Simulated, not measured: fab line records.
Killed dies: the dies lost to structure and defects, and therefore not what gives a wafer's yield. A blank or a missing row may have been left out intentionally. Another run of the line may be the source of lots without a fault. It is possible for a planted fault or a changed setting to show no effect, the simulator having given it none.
Check for tools in common ; flow sky130 ; Lots sampled 11, wafers sampled 33

## WHY THIS WAS OPENED
At SKY_NWELL_TW_MEAS_15 the reading NWELL_TW is flagged on 2 of 11 lots. No-fault wafers: 1820, standard deviation 9.2.
Rule: flag the lot when none of its wafers has a number, or when each of its wafers that has one lies beyond 4 standard deviations from that mean. All remaining lots are regarded as sound.

lot;measured;on;NWELL_TW, wafer by wafer;flag
L999;day 4 17:16;film metro-03;1822 1834 1837;
L103;day 5 15:58;film metro-03;1822 1822 1813;
L104;day 5 19:44;film metro-03;1820 1814 1818;
L105;day 6 06:44;film metro-04;1823 1823 1828;
L107;day 6 16:52;film metro-03;1809 1818 1819;
L109;day 7 09:23;film metro-04;1836 1823 1825;
L113;day 8 05:58;film metro-04;1826 1824 1826;
L116;day 9 01:17;film metro-02;1602 1602 1605;FLAGGED
L117;day 9 09:22;film metro-03;1624 1626 1618;FLAGGED
L118;day 9 11:19;film metro-03;1828 1831 1823;
L121;day 10 03:50;film metro-04;1822 1821 1822;
On average the flagged lots' numbers are 1613, which is -207 against the usual, or -23 standard deviations.

## TOOL THAT RAN EACH LOT
Before the reading, the record contains 3 process steps out of a 708-step route. In each cell: the tool, then ch and the chambers that the sampled wafers went through, then the start.
lot;flag;SKY_FIELD_ISO_ETCH_14;SKY_FIELD_ISO_ETCH_17;SKY_NWELL_IMPLANT_11
L999;;rie diel-03 ch 1,2, day 2 10:10;rie si-02 ch 1,2,3, day 2 10:22;implanter-03 ch 0, day 4 16:44
L103;;rie diel-03 ch 0,1,2, day 3 05:55;rie si-02 ch 1,2,3, day 3 06:07;implanter-04 ch 0, day 5 15:26
L104;;rie diel-04 ch 0,1,2, day 3 10:40;rie si-01 ch 0,1,3, day 3 10:52;implanter-03 ch 0, day 5 19:11
L105;;rie diel-04 ch 1,2,3, day 3 17:38;rie si-02 ch 1,2, day 3 17:50;implanter-04 ch 0, day 6 06:12
L107;;rie diel-01 ch 2,3, day 4 03:59;rie si-02 ch 0,2, day 4 04:11;implanter-02 ch 0, day 6 16:20
L109;;rie diel-01 ch 0,1, day 4 12:56;rie si-02 ch 0,2,3, day 4 13:08;implanter-03 ch 0, day 7 08:49
L113;;rie diel-04 ch 1,3, day 5 11:55;rie si-01 ch 0,2,3, day 5 12:06;implanter-04 ch 0, day 8 05:27
L116;FLAGGED;rie diel-01 ch 0,2, day 6 02:19;rie si-02 ch 1,2,3, day 6 02:30;implanter-03 ch 0, day 9 00:46
L117;FLAGGED;rie diel-01 ch 1,3, day 6 10:32;rie si-01 ch 0,1,3, day 6 10:44;implanter-03 ch 0, day 9 08:49
L118;;rie diel-04 ch 1,2,3, day 6 13:52;rie si-02 ch 1,2,3, day 6 14:03;implanter-02 ch 0, day 9 10:48
L121;;rie diel-03 ch 0,1,2, day 7 04:01;rie si-01 ch 0,1,2, day 7 04:13;implanter-02 ch 0, day 10 03:18
What is done by these steps:
- SKY_FIELD_ISO_ETCH_14: etches BARC in N2/H2, stops on SiO2, time 45.9 s, target depth 60 nm.
- SKY_FIELD_ISO_ETCH_17: etches Si in HBr/Cl2/O2, target depth 342 nm, time 97.7 s.
- SKY_NWELL_IMPLANT_11
- SKY_NWELL_TW_MEAS_15

## FLAGGED AGAINST TOTAL, ONE TOOL AT A TIME (gauges that did the reading follow at the end)
step;tool;lots run;flagged;share of the flagged lots;sound lots run after its first flagged lot
SKY_FIELD_ISO_ETCH_14;rie diel-01;4;2;all;0
SKY_FIELD_ISO_ETCH_14;rie diel-03;3;0;none;-
SKY_FIELD_ISO_ETCH_14;rie diel-04;4;0;none;-
SKY_FIELD_ISO_ETCH_17;rie si-01;4;1;some;1 (L121)
SKY_FIELD_ISO_ETCH_17;rie si-02;7;1;some;1 (L118)
SKY_NWELL_IMPLANT_11;implanter-02;3;0;none;-
SKY_NWELL_IMPLANT_11;implanter-03;5;2;all;0
SKY_NWELL_IMPLANT_11;implanter-04;3;0;none;-
SKY_NWELL_TW_MEAS_15;film metro-02;1;1;some;0
SKY_NWELL_TW_MEAS_15;film metro-03;6;1;some;1 (L118)
SKY_NWELL_TW_MEAS_15;film metro-04;4;0;none;-

## WHAT THE TABLE PERMITS
Every flagged lot went through 2 rows of the table: rie diel-01 at SKY_FIELD_ISO_ETCH_14 and implanter-03 at SKY_NWELL_IMPLANT_11.
- rie diel-01 at SKY_FIELD_ISO_ETCH_14 ran 4 lots, 2 of them flagged. It ran its last sound lot, L109, at day 4 12:56 and its first flagged lot, L116, at day 6 02:19: a fault with its onset between the two fits.
- implanter-03 at SKY_NWELL_IMPLANT_11 ran 5 lots, 2 of them flagged. It ran its last sound lot, L109, at day 7 08:49 and its first flagged lot, L116, at day 9 00:46: a fault with its onset between the two fits. Its own readings (dose ions cm2, faraday current uA) fall more than 4 standard deviations out on all wafers of the flagged lots.
Counting lots can't tell these 2 tools apart, because each fits a fault that began at some hour. More lots, or a look at what each step does to the wafer, might.

## WHAT THE SIMULATOR HAD PUT IN
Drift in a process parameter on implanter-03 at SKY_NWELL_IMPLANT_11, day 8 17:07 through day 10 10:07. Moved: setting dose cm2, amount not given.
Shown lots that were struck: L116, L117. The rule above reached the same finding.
